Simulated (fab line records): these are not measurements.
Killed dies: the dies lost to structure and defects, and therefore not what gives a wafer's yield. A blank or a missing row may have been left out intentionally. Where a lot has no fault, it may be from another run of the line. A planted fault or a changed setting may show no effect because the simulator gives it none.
fab line records :: flow sky130
record
  lots=5
  wafers=23
route steps=708 shown VIA4@657 PASSIVATION@689
start_h: start of the lot's first displayed wafer, in hours after the record's first day :: wait_h: how many hours have passed since the lot's step before this one :: " same as the row above :: L1.1+2: a single row standing in for several wafers :: - no value, or no start was given :: * or withheld: withheld :: < > ~ a bound
route shown NAME@n: NAME is a module with steps in the file, n the number in the route of the first one :: usual: mean/standard deviation taken from wafers without a fault :: same: alike in all rows :: chamber/n: place in a boat :: sites: the reading at each site :: _std_site: the values' standard deviation :: _edge_site: inner sites' mean taken away from outer sites' mean :: radius_mm: how far each site lies from the wafer's centre :: mask NAME#n: copy n :: behind: tool/chamber where the wafer was last shaped :: hold: the reason the lot was held/the length of the hold in hours/how it ended :: device: whichever transistor did not switch (one of n, p or np) :: end of line: tests run on the same wafers once the route is complete :: for a step that has no rows: nothing shown but its recipe :: killed: the dies lost at the first sort to structure and to defects; this is not the yield of the wafer :: map: shows each die of a wafer: x if killed, . if not, _ if none is there
set.NAME: the run value of the setting; set.NAME@STEP: its run value at that earlier step :: model.NAME: the simulator's own value behind a step, which no gauge read
lots with deliberately changed settings; one table per step, one row per wafer
## steps
# step SKY_VIA4_CVD_18
# recipe
  material=W
  target_thk_nm=505
  time_s=152.14
  temp_c=400
  pressure_torr=40
lot.wafer: L074.1
tool: cvd_w-02
chamber: 1
start_h: 995.56
wait_h: 0.0
set.pressure_torr: 37.83
model.W_of_VIA4_CVD_18.thk_nm: 489.9

lot.wafer: L074.2
tool: cvd_w-02
chamber: 0
start_h: 995.56
wait_h: 0.0
set.pressure_torr: 37.83
model.W_of_VIA4_CVD_18.thk_nm: 492.4

lot.wafer: L074.3
tool: cvd_w-02
chamber: 0
start_h: 995.56
wait_h: 0.0
set.pressure_torr: 37.83
model.W_of_VIA4_CVD_18.thk_nm: 493.3

lot.wafer: L074.5
tool: cvd_w-02
chamber: 1
start_h: 995.56
wait_h: 0.0
set.pressure_torr: 37.83
model.W_of_VIA4_CVD_18.thk_nm: 491.5

lot.wafer: L074.6
tool: cvd_w-02
chamber: 0
start_h: 995.56
wait_h: 0.0
set.pressure_torr: 37.83
model.W_of_VIA4_CVD_18.thk_nm: 490.2

lot.wafer: L075.1
tool: cvd_w-02
chamber: 0
start_h: 1005.25
wait_h: 0.0
set.pressure_torr: 37.51
model.W_of_VIA4_CVD_18.thk_nm: 491.5

lot.wafer: L075.3
tool: cvd_w-02
chamber: 0
start_h: 1005.25
wait_h: 0.0
set.pressure_torr: 37.51
model.W_of_VIA4_CVD_18.thk_nm: 495.6

lot.wafer: L075.4
tool: cvd_w-02
chamber: 1
start_h: 1005.25
wait_h: 0.0
set.pressure_torr: 37.51
model.W_of_VIA4_CVD_18.thk_nm: 488.5

lot.wafer: L075.5
tool: cvd_w-02
chamber: 0
start_h: 1005.25
wait_h: 0.0
set.pressure_torr: 37.51
model.W_of_VIA4_CVD_18.thk_nm: 486.9

lot.wafer: L075.6
tool: cvd_w-02
chamber: 1
start_h: 1005.25
wait_h: 0.0
set.pressure_torr: 37.51
model.W_of_VIA4_CVD_18.thk_nm: 484.1

lot.wafer: L077.1
tool: cvd_w-02
chamber: 0
start_h: 1030.04
wait_h: 0.0
set.pressure_torr: 43.34
model.W_of_VIA4_CVD_18.thk_nm: 534.5

lot.wafer: L077.2+5
tool: cvd_w-02
chamber: 1
start_h: 1030.04
wait_h: 0.0
set.pressure_torr: 43.34
model.W_of_VIA4_CVD_18.thk_nm: 528.7

lot.wafer: L077.4
tool: cvd_w-02
chamber: 1
start_h: 1030.04
wait_h: 0.0
set.pressure_torr: 43.34
model.W_of_VIA4_CVD_18.thk_nm: 534.6

lot.wafer: L077.6
tool: cvd_w-02
chamber: 0
start_h: 1030.04
wait_h: 0.0
set.pressure_torr: 43.34
model.W_of_VIA4_CVD_18.thk_nm: 537.1

lot.wafer: L081.1
tool: cvd_w-02
chamber: 0
start_h: 1050.90
wait_h: 0.0
set.pressure_torr: 40
model.W_of_VIA4_CVD_18.thk_nm: 507.8

lot.wafer: L081.3
tool: cvd_w-02
chamber: 1
start_h: 1050.90
wait_h: 0.0
set.pressure_torr: 40
model.W_of_VIA4_CVD_18.thk_nm: 507.2

lot.wafer: L081.4
tool: cvd_w-02
chamber: 0
start_h: 1050.90
wait_h: 0.0
set.pressure_torr: 40
model.W_of_VIA4_CVD_18.thk_nm: 506.3

lot.wafer: L085.1
tool: cvd_w-01
chamber: 0
start_h: 1077.20
wait_h: 0.0
set.pressure_torr: 45.17
model.W_of_VIA4_CVD_18.thk_nm: 534.2

lot.wafer: L085.2
tool: cvd_w-01
chamber: 1
start_h: 1077.20
wait_h: 0.0
set.pressure_torr: 45.17
model.W_of_VIA4_CVD_18.thk_nm: 534

lot.wafer: L085.3
tool: cvd_w-01
chamber: 1
start_h: 1077.20
wait_h: 0.0
set.pressure_torr: 45.17
model.W_of_VIA4_CVD_18.thk_nm: 535.2

lot.wafer: L085.4
tool: cvd_w-01
chamber: 0
start_h: 1077.20
wait_h: 0.0
set.pressure_torr: 45.17
model.W_of_VIA4_CVD_18.thk_nm: 531.8

lot.wafer: L085.5
tool: cvd_w-01
chamber: 1
start_h: 1077.20
wait_h: 0.0
set.pressure_torr: 45.17
model.W_of_VIA4_CVD_18.thk_nm: 529.9
# step SKY_VIA4_RS_MEAS_19
# recipe
  thk_meas_gauge=four-point-probe
  reads=W_of_VIA4_CVD_18+TiN_of_VIA4_SPUTTER_17
# usual
  VIA4_W_RS=0.2263/0.0021
lot.wafer: L074.1
tool: film_metro-03
chamber: -
start_h: 995.71
wait_h: 0.1
set.pressure_torr@VIA4_CVD_18: 37.83
VIA4_W_RS[ohm/sq]: 0.2332

lot.wafer: L074.2
tool: film_metro-03
chamber: -
start_h: 995.71
wait_h: 0.1
set.pressure_torr@VIA4_CVD_18: 37.83
VIA4_W_RS[ohm/sq]: 0.2327

lot.wafer: L074.3
tool: film_metro-03
chamber: -
start_h: 995.71
wait_h: 0.1
set.pressure_torr@VIA4_CVD_18: 37.83
VIA4_W_RS[ohm/sq]: 0.2314

lot.wafer: L074.5
tool: film_metro-03
chamber: -
start_h: 995.71
wait_h: 0.1
set.pressure_torr@VIA4_CVD_18: 37.83
VIA4_W_RS[ohm/sq]: 0.2326

lot.wafer: L074.6
tool: film_metro-03
chamber: -
start_h: 995.71
wait_h: 0.1
set.pressure_torr@VIA4_CVD_18: 37.83
VIA4_W_RS[ohm/sq]: 0.2331

lot.wafer: L075.1
tool: film_metro-02
chamber: -
start_h: 1005.40
wait_h: 0.1
set.pressure_torr@VIA4_CVD_18: 37.51
VIA4_W_RS[ohm/sq]: 0.2332

lot.wafer: L075.3
tool: film_metro-02
chamber: -
start_h: 1005.40
wait_h: 0.1
set.pressure_torr@VIA4_CVD_18: 37.51
VIA4_W_RS[ohm/sq]: 0.2309

lot.wafer: L075.4
tool: film_metro-02
chamber: -
start_h: 1005.40
wait_h: 0.1
set.pressure_torr@VIA4_CVD_18: 37.51
VIA4_W_RS[ohm/sq]: 0.2350

lot.wafer: L075.5
tool: film_metro-02
chamber: -
start_h: 1005.40
wait_h: 0.1
set.pressure_torr@VIA4_CVD_18: 37.51
VIA4_W_RS[ohm/sq]: 0.2349

lot.wafer: L075.6
tool: film_metro-02
chamber: -
start_h: 1005.40
wait_h: 0.1
set.pressure_torr@VIA4_CVD_18: 37.51
VIA4_W_RS[ohm/sq]: 0.2366

lot.wafer: L077.1
tool: film_metro-03
chamber: -
start_h: 1030.19
wait_h: 0.1
set.pressure_torr@VIA4_CVD_18: 43.34
VIA4_W_RS[ohm/sq]: 0.2133

lot.wafer: L077.2
tool: film_metro-03
chamber: -
start_h: 1030.19
wait_h: 0.1
set.pressure_torr@VIA4_CVD_18: 43.34
VIA4_W_RS[ohm/sq]: 0.2157

lot.wafer: L077.4
tool: film_metro-03
chamber: -
start_h: 1030.19
wait_h: 0.1
set.pressure_torr@VIA4_CVD_18: 43.34
VIA4_W_RS[ohm/sq]: 0.2135

lot.wafer: L077.5
tool: film_metro-03
chamber: -
start_h: 1030.19
wait_h: 0.1
set.pressure_torr@VIA4_CVD_18: 43.34
VIA4_W_RS[ohm/sq]: 0.2164

lot.wafer: L077.6
tool: film_metro-03
chamber: -
start_h: 1030.19
wait_h: 0.1
set.pressure_torr@VIA4_CVD_18: 43.34
VIA4_W_RS[ohm/sq]: 0.2127

lot.wafer: L081.1
tool: film_metro-01
chamber: -
start_h: 1051.05
wait_h: 0.1
set.pressure_torr@VIA4_CVD_18: 40
VIA4_W_RS[ohm/sq]: 0.2254

lot.wafer: L081.3
tool: film_metro-01
chamber: -
start_h: 1051.05
wait_h: 0.1
set.pressure_torr@VIA4_CVD_18: 40
VIA4_W_RS[ohm/sq]: 0.2253

lot.wafer: L081.4
tool: film_metro-01
chamber: -
start_h: 1051.05
wait_h: 0.1
set.pressure_torr@VIA4_CVD_18: 40
VIA4_W_RS[ohm/sq]: 0.2256

lot.wafer: L085.1
tool: film_metro-01
chamber: -
start_h: 1077.35
wait_h: 0.1
set.pressure_torr@VIA4_CVD_18: 45.17
VIA4_W_RS[ohm/sq]: 0.2135

lot.wafer: L085.2
tool: film_metro-01
chamber: -
start_h: 1077.35
wait_h: 0.1
set.pressure_torr@VIA4_CVD_18: 45.17
VIA4_W_RS[ohm/sq]: 0.2135

lot.wafer: L085.3
tool: film_metro-01
chamber: -
start_h: 1077.35
wait_h: 0.1
set.pressure_torr@VIA4_CVD_18: 45.17
VIA4_W_RS[ohm/sq]: 0.2136

lot.wafer: L085.4
tool: film_metro-01
chamber: -
start_h: 1077.35
wait_h: 0.1
set.pressure_torr@VIA4_CVD_18: 45.17
VIA4_W_RS[ohm/sq]: 0.2148

lot.wafer: L085.5
tool: film_metro-01
chamber: -
start_h: 1077.35
wait_h: 0.1
set.pressure_torr@VIA4_CVD_18: 45.17
VIA4_W_RS[ohm/sq]: 0.2157
# step SKY_VIA4_THK_MEAS_20
# recipe
  thk_meas_gauge=xrf
  reads=W_of_VIA4_CVD_18
# usual
  VIA4_W_THK=506/5.8
lot.wafer: L074.1
tool: film_metro-03
chamber: -
start_h: 995.83
wait_h: 0.1
set.pressure_torr@VIA4_CVD_18: 37.83
VIA4_W_THK[nm]: 494

lot.wafer: L074.2
tool: film_metro-03
chamber: -
start_h: 995.83
wait_h: 0.1
set.pressure_torr@VIA4_CVD_18: 37.83
VIA4_W_THK[nm]: 496

lot.wafer: L074.3
tool: film_metro-03
chamber: -
start_h: 995.83
wait_h: 0.1
set.pressure_torr@VIA4_CVD_18: 37.83
VIA4_W_THK[nm]: 497

lot.wafer: L074.5
tool: film_metro-03
chamber: -
start_h: 995.83
wait_h: 0.1
set.pressure_torr@VIA4_CVD_18: 37.83
VIA4_W_THK[nm]: 491

lot.wafer: L074.6
tool: film_metro-03
chamber: -
start_h: 995.83
wait_h: 0.1
set.pressure_torr@VIA4_CVD_18: 37.83
VIA4_W_THK[nm]: 493

lot.wafer: L075.1
tool: film_metro-02
chamber: -
start_h: 1005.52
wait_h: 0.1
set.pressure_torr@VIA4_CVD_18: 37.51
VIA4_W_THK[nm]: 486

lot.wafer: L075.3
tool: film_metro-02
chamber: -
start_h: 1005.52
wait_h: 0.1
set.pressure_torr@VIA4_CVD_18: 37.51
VIA4_W_THK[nm]: 492

lot.wafer: L075.4
tool: film_metro-02
chamber: -
start_h: 1005.52
wait_h: 0.1
set.pressure_torr@VIA4_CVD_18: 37.51
VIA4_W_THK[nm]: 482

lot.wafer: L075.5
tool: film_metro-02
chamber: -
start_h: 1005.52
wait_h: 0.1
set.pressure_torr@VIA4_CVD_18: 37.51
VIA4_W_THK[nm]: 482

lot.wafer: L075.6
tool: film_metro-02
chamber: -
start_h: 1005.52
wait_h: 0.1
set.pressure_torr@VIA4_CVD_18: 37.51
VIA4_W_THK[nm]: 477

lot.wafer: L077.1
tool: film_metro-03
chamber: -
start_h: 1030.31
wait_h: 0.1
set.pressure_torr@VIA4_CVD_18: 43.34
VIA4_W_THK[nm]: 535

lot.wafer: L077.2
tool: film_metro-03
chamber: -
start_h: 1030.31
wait_h: 0.1
set.pressure_torr@VIA4_CVD_18: 43.34
VIA4_W_THK[nm]: 529

lot.wafer: L077.4
tool: film_metro-03
chamber: -
start_h: 1030.31
wait_h: 0.1
set.pressure_torr@VIA4_CVD_18: 43.34
VIA4_W_THK[nm]: 535

lot.wafer: L077.5
tool: film_metro-03
chamber: -
start_h: 1030.31
wait_h: 0.1
set.pressure_torr@VIA4_CVD_18: 43.34
VIA4_W_THK[nm]: 526

lot.wafer: L077.6
tool: film_metro-03
chamber: -
start_h: 1030.31
wait_h: 0.1
set.pressure_torr@VIA4_CVD_18: 43.34
VIA4_W_THK[nm]: 536

lot.wafer: L081.1
tool: film_metro-01
chamber: -
start_h: 1051.17
wait_h: 0.1
set.pressure_torr@VIA4_CVD_18: 40
VIA4_W_THK[nm]: 512

lot.wafer: L081.3
tool: film_metro-01
chamber: -
start_h: 1051.17
wait_h: 0.1
set.pressure_torr@VIA4_CVD_18: 40
VIA4_W_THK[nm]: 515

lot.wafer: L081.4
tool: film_metro-01
chamber: -
start_h: 1051.17
wait_h: 0.1
set.pressure_torr@VIA4_CVD_18: 40
VIA4_W_THK[nm]: 513

lot.wafer: L085.1
tool: film_metro-01
chamber: -
start_h: 1077.47
wait_h: 0.1
set.pressure_torr@VIA4_CVD_18: 45.17
VIA4_W_THK[nm]: 539

lot.wafer: L085.2
tool: film_metro-01
chamber: -
start_h: 1077.47
wait_h: 0.1
set.pressure_torr@VIA4_CVD_18: 45.17
VIA4_W_THK[nm]: 541

lot.wafer: L085.3
tool: film_metro-01
chamber: -
start_h: 1077.47
wait_h: 0.1
set.pressure_torr@VIA4_CVD_18: 45.17
VIA4_W_THK[nm]: 541

lot.wafer: L085.4
tool: film_metro-01
chamber: -
start_h: 1077.47
wait_h: 0.1
set.pressure_torr@VIA4_CVD_18: 45.17
VIA4_W_THK[nm]: 536

lot.wafer: L085.5
tool: film_metro-01
chamber: -
start_h: 1077.47
wait_h: 0.1
set.pressure_torr@VIA4_CVD_18: 45.17
VIA4_W_THK[nm]: 536
# step SKY_PASSIVATION_EXPOSE_08
# recipe
  mask_id=NSM
  target_cd_nm=3000
  na=0.57
  dose_mj=260
lot.wafer: L074.1+6
tool: iline_stepper-02
chamber: 0
start_h: -
wait_h: -
mask: NSM#0
set.dose_mj: 260

lot.wafer: L074.2+3+5
tool: iline_stepper-02
chamber: 0
start_h: -
wait_h: -
mask: NSM#0
set.dose_mj: 274.7

lot.wafer: L075.1+3+4
tool: iline_stepper-02
chamber: 0
start_h: -
wait_h: -
mask: NSM#0
set.dose_mj: 268

lot.wafer: L075.5+6
tool: iline_stepper-02
chamber: 0
start_h: -
wait_h: -
mask: NSM#0
set.dose_mj: 260

lot.wafer: L077.1+5
tool: iline_stepper-02
chamber: 0
start_h: -
wait_h: -
mask: NSM#0
set.dose_mj: 265.8

lot.wafer: L077.2+4+6
tool: iline_stepper-02
chamber: 0
start_h: -
wait_h: -
mask: NSM#0
set.dose_mj: 260

lot.wafer: L081.1+3+4
tool: iline_stepper-01
chamber: 0
start_h: -
wait_h: -
mask: NSM#0
set.dose_mj: 260

lot.wafer: L085.1+2+3
tool: iline_stepper-01
chamber: 0
start_h: -
wait_h: -
mask: NSM#0
set.dose_mj: 277

lot.wafer: L085.4+5
tool: iline_stepper-01
chamber: 0
start_h: -
wait_h: -
mask: NSM#0
set.dose_mj: 260
# step SKY_PASSIVATION_PEB_09
# recipe
  temp_c=115
  time_s=withheld
# step SKY_PASSIVATION_DEVELOP_10
# recipe
  develop_time_s=60
  dev_temp_c=23
# step SKY_PASSIVATION_ETCH_11
# recipe
  chemistry=CF4/O2
  target_depth_nm=725
  stop_on=AlCu
  source_w=800
  bias_w=146.6
  pressure_mtorr=150
  cf4_flow_sccm=80
  O2_flow_sccm=10
  time_s=161.1
lot.wafer: L074.1
tool: rie_diel-01
chamber: 1
start_h: 1043.25
wait_h: -
set.dose_mj@PASSIVATION_EXPOSE_08: 260
model.PASSIVATION.cd_nm: 2994

lot.wafer: L074.2
tool: rie_diel-01
chamber: 3
start_h: 1043.25
wait_h: -
set.dose_mj@PASSIVATION_EXPOSE_08: 274.7
model.PASSIVATION.cd_nm: 3012

lot.wafer: L074.3+5
tool: rie_diel-01
chamber: 0,2
start_h: 1043.25
wait_h: -
set.dose_mj@PASSIVATION_EXPOSE_08: 274.7
model.PASSIVATION.cd_nm: 3010

lot.wafer: L074.6
tool: rie_diel-01
chamber: 1
start_h: 1043.25
wait_h: -
set.dose_mj@PASSIVATION_EXPOSE_08: 260
model.PASSIVATION.cd_nm: 2987

lot.wafer: L075.1+4
tool: rie_diel-03
chamber: 1,0
start_h: 1052.07
wait_h: -
set.dose_mj@PASSIVATION_EXPOSE_08: 268
model.PASSIVATION.cd_nm: 3012

lot.wafer: L075.3
tool: rie_diel-03
chamber: 2
start_h: 1052.07
wait_h: -
set.dose_mj@PASSIVATION_EXPOSE_08: 268
model.PASSIVATION.cd_nm: 3009

lot.wafer: L075.5
tool: rie_diel-03
chamber: 2
start_h: 1052.07
wait_h: -
set.dose_mj@PASSIVATION_EXPOSE_08: 260
model.PASSIVATION.cd_nm: 3003

lot.wafer: L075.6
tool: rie_diel-03
chamber: 1
start_h: 1052.07
wait_h: -
set.dose_mj@PASSIVATION_EXPOSE_08: 260
model.PASSIVATION.cd_nm: -

lot.wafer: L077.1
tool: rie_diel-03
chamber: 0
start_h: 1075.87
wait_h: -
set.dose_mj@PASSIVATION_EXPOSE_08: 265.8
model.PASSIVATION.cd_nm: 3000

lot.wafer: L077.2
tool: rie_diel-03
chamber: 2
start_h: 1075.87
wait_h: -
set.dose_mj@PASSIVATION_EXPOSE_08: 260
model.PASSIVATION.cd_nm: 2990

lot.wafer: L077.4
tool: rie_diel-03
chamber: 3
start_h: 1075.87
wait_h: -
set.dose_mj@PASSIVATION_EXPOSE_08: 260
model.PASSIVATION.cd_nm: 2996

lot.wafer: L077.5
tool: rie_diel-03
chamber: 1
start_h: 1075.87
wait_h: -
set.dose_mj@PASSIVATION_EXPOSE_08: 265.8
model.PASSIVATION.cd_nm: 3002

lot.wafer: L077.6
tool: rie_diel-03
chamber: 0
start_h: 1075.87
wait_h: -
set.dose_mj@PASSIVATION_EXPOSE_08: 260
model.PASSIVATION.cd_nm: 2991

lot.wafer: L081.1
tool: rie_diel-01
chamber: 2
start_h: 1095.17
wait_h: -
set.dose_mj@PASSIVATION_EXPOSE_08: 260
model.PASSIVATION.cd_nm: 3009

lot.wafer: L081.3
tool: rie_diel-01
chamber: 0
start_h: 1095.17
wait_h: -
set.dose_mj@PASSIVATION_EXPOSE_08: 260
model.PASSIVATION.cd_nm: 2999

lot.wafer: L081.4
tool: rie_diel-01
chamber: 3
start_h: 1095.17
wait_h: -
set.dose_mj@PASSIVATION_EXPOSE_08: 260
model.PASSIVATION.cd_nm: 3000

lot.wafer: L085.1
tool: rie_diel-03
chamber: 1
start_h: 1118.12
wait_h: -
set.dose_mj@PASSIVATION_EXPOSE_08: 277
model.PASSIVATION.cd_nm: 3011

lot.wafer: L085.2
tool: rie_diel-03
chamber: 2
start_h: 1118.12
wait_h: -
set.dose_mj@PASSIVATION_EXPOSE_08: 277
model.PASSIVATION.cd_nm: 3001

lot.wafer: L085.3
tool: rie_diel-03
chamber: 0
start_h: 1118.12
wait_h: -
set.dose_mj@PASSIVATION_EXPOSE_08: 277
model.PASSIVATION.cd_nm: 3004

lot.wafer: L085.4
tool: rie_diel-03
chamber: 3
start_h: 1118.12
wait_h: -
set.dose_mj@PASSIVATION_EXPOSE_08: 260
model.PASSIVATION.cd_nm: 2995

lot.wafer: L085.5
tool: rie_diel-03
chamber: 1
start_h: 1118.12
wait_h: -
set.dose_mj@PASSIVATION_EXPOSE_08: 260
model.PASSIVATION.cd_nm: 2993
## key
split
  step=SKY_VIA4_CVD_18
  setting=pressure_torr
  stated=40
  by=lot
response
  step=SKY_VIA4_CVD_18
  reading=model.W_of_VIA4_CVD_18.thk_nm
  change=+2.48
  per=1%
  r=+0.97
response
  step=SKY_VIA4_RS_MEAS_19
  reading=VIA4_W_RS
  change=-0.00111
  per=1%
  r=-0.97
response
  step=SKY_VIA4_THK_MEAS_20
  reading=VIA4_W_THK
  change=+2.73
  per=1%
  r=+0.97
split
  step=SKY_PASSIVATION_EXPOSE_08
  setting=dose_mj
  stated=260
  by=wafer
response
  step=SKY_PASSIVATION_ETCH_11
  reading=model.PASSIVATION.cd_nm
  change=+2.66
  per=1%
  r=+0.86
